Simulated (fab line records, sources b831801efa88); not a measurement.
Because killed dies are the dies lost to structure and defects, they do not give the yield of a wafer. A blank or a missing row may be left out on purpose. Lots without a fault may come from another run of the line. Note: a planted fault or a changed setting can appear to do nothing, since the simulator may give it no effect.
Which of the tools did it? ; flow gf180mcu ; 39 wafers from 13 lots sampled at 2 of the route's 602 steps

## WHAT EACH GAUGE READ, for each wafer
GF_V3_THK_MEAS_03. Usual: V3_CVD_02_THK typically reads 848 nm, with standard deviation 11.
lot;measured;on;V3_CVD_02_THK (nm);flag
L325;day 22 14:13;film_metro-03;829 845 864;
L327;day 22 19:52;film_metro-01;844 853 842;
L328;day 23 07:20;film_metro-03;834 860 846;
L330;day 24 02:04;film_metro-03;832 843 848;
L331;day 24 06:09;film_metro-02;816 854 838;
L333;day 25 01:27;film_metro-03;856 868 864;
L334;day 25 04:57;film_metro-02;843 844 861;
L336;day 26 01:29;film_metro-02;845 864 863;
L338;day 26 16:31;film_metro-01;841 867 855;
L343;day 28 04:43;film_metro-01;845 841 850;
L344;day 28 06:16;film_metro-01;843 867 868;
L345;day 28 14:11;film_metro-02;837 836 850;
L346;day 28 16:18;film_metro-02;854 849 861;

GF_V3_BOW_MEAS_05. Usual: V3_BOW typically reads 117 um, with standard deviation 8.2.
lot;measured;on;V3_BOW (um);flag
L325;day 22 14:35;film_metro-02;111 115 113;
L327;day 22 20:14;film_metro-02;127 122 123;
L328;day 23 07:43;film_metro-01;126 113 117;
L330;day 24 02:26;film_metro-03;129 130 129;
L331;day 24 06:35;film_metro-03;136 122 124;
L333;day 25 01:49;film_metro-03;118 111 103;
L334;day 25 05:19;film_metro-01;119 112 124;
L336;day 26 01:52;film_metro-02;120 121 119;
L338;day 26 16:53;film_metro-03;122 117 119;
L343;day 28 05:05;film_metro-01;107 91 108;
L344;day 28 06:38;film_metro-01;112 103 103;
L345;day 28 14:33;film_metro-02;122 122 115;
L346;day 28 16:40;film_metro-03;122 104 124;

## WHICH TOOL RAN EACH LOT (tool, then ch and the chambers of the sampled wafers, then the start)
The record holds no process step before these readings.

## WHAT THE TOOLS THEMSELVES READ (means of the sampled wafers that have a number; where no wafer has one, the mark that the record gives instead)
The record holds no such reading with a usual standard deviation.

## THE ANSWER, worked out from the rows above alone
Rule: a lot counts as off when the mean over its wafers that have a number is more than 3 standard deviations away from the usual mean. A lot without any number at a reading at which 4 lots or more have one is off too. Any other lot the step has rows for is counted as sound. Order of review: gauges by route order, followed by the tools' own readings, for which a lot's mean as printed above is used. The first step at which some lot is off is used, and at that step the reading that is off furthest; a lot without a number counts as furthest.
No lot is off on any of the readings shown, so nothing can be concluded from this.

## WHAT THE SIMULATOR HAD PUT IN
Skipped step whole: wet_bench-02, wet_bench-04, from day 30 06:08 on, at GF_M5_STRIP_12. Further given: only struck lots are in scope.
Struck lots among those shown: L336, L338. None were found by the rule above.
